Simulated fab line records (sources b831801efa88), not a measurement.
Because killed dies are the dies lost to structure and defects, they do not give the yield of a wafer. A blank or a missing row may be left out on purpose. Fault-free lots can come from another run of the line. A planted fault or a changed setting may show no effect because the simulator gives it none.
A struck lot beside a sound one || flow gf180mcu || 14 steps out of a route of 602
Sound: wafers L173.1, L173.3, L173.5. Struck: wafers L190.3, L190.4, L190.5. The cause comes at the end.
Each step with rows lists, per side, the tool, then ch with its chambers, then its first start. Under that, the readings that differ: sound wafers || struck wafers || difference of the means || sigmas: that difference in standard deviations of wafers without a fault.
alike: words and numbers the same on both sides, and readings whose means are apart by under 2 such deviations; not compared: readings that were withheld, readings missing a value for some wafer, numbers with overlapping values and no deviation given by the record, and bounds like >300 which may hide the same value.
Wherever a step has rows on one side only, a row that says differs or no value, or a row with sigmas, the two part there. When numbers do not overlap yet have no deviation, they are printed without sigmas and do not part them. A reading missing from all wafers of one side parts the sides only when that side holds two or more wafers.

GF_CONTACT_OVL_MEAS_15:
  sound: overlay-02 at day 16 07:29; struck: overlay-01 at day 22 14:08
  alike: CONTACT_OVL
then, 1 step without rows for these wafers: GF_CONTACT_ETCH_16 (etches BARC in N2/H2).
GF_CONTACT_ETCH_17: etches SiO2 in C4F8/O2/Ar, stops on CoSi2, target depth 860 nm.
  sound: rie_diel-01 ch 0,1,2; struck: rie_diel-04 ch 0,2
  alike: oes_product_au
GF_CONTACT_STRIP_18: strips in O2/N2.
  sound on plasma_asher-04 ch 0,1, day 16 07:41; struck on plasma_asher-04 ch 0,1, day 22 14:22
  alike: drypump_motor_current_A, heater_power_w, oes_product_au
  not compared: rf_hours_counter_h
then, 3 steps without rows for these wafers: GF_CONTACT_CLEAN_19 (cleans in SPM); GF_CONTACT_CLEAN_20 (cleans in DIW); GF_CONTACT_CLEAN_21 (cleans in dHF, time 20 s).
GF_CONTACT_SPUTTER_22: material Ti, target thk 15 nm, time 80.02 s.
  sound: pvd_sputter-04 at day 16 07:59; struck: pvd_sputter-02 at day 22 14:38
  alike: throttle_valve_pct
GF_CONTACT_SPUTTER_23: material TiN, target thk 10 nm, time 40 s.
  sound: pvd_sputter-04 at day 16 08:02; struck: pvd_sputter-02 at day 22 14:43
  alike: throttle_valve_pct
GF_CONTACT_CVD_24: deposits W, target thk 300 nm, time 90.339 s.
  sound on cvd_w-01 ch 0,1, day 16 08:05; struck on cvd_w-01 ch 0,1, day 22 14:47
{"reading": "heater_power_w (W)", "sound": "794 823 864", "struck": "775 781 806", "difference": -40, "sigmas": -2}
GF_CONTACT_RS_MEAS_25: measurement is done with a four-point probe.
  sound: film_metro-01 at day 16 08:11; struck: film_metro-04 at day 22 14:53
  alike: CONTACT_W_RS
GF_CONTACT_THK_MEAS_26: measures by xrf.
  sound: film_metro-01 at day 16 08:18; struck: film_metro-04 at day 22 14:59
  alike: CONTACT_W_THK
GF_CONTACT_CMP_27: polishes, stops on SiO2, t overpolish 15 s, target thk 0 nm.
  sound on cmp-02 ch 0,2, day 16 08:22; struck on cmp-02 ch 0,2, day 22 15:05
  no value came back on the struck wafers for any of 5 readings (edge_zone_pressure_frac, head_pressure_psi (psi) and others); on the sound wafers edge_zone_pressure_frac reads 0.995 1.008 0.992
{"reading": "model.W_of_CONTACT_CVD_24.thk_nm (nm)", "sound": "0 0 0", "struck": "300 298.8 295.8", "difference": "+298", "sigmas": ""}
{"reading": "model.SiO2_of_CONTACT_CVD_02.thk_nm (nm)", "sound": "553.9 553.3 551", "struck": "555.7 555.8 556", "difference": "+3.1", "sigmas": ""}
-- the record jumps here: 12 days lie between the struck wafers' starts before and after (it left off in module CONTACT and takes up again in module PASSIVATION, whose first step shown is number 602 of the route) --
GF_PASSIVATION_PROBE_99:
  record: rows for the struck wafers here (prober-02, day 34 05:56), none for the sound ones

## WHERE THEY PART
At GF_CONTACT_CVD_24 first; at GF_PASSIVATION_PROBE_99 last (within this record only).

WHY: whatever the simulator had introduced
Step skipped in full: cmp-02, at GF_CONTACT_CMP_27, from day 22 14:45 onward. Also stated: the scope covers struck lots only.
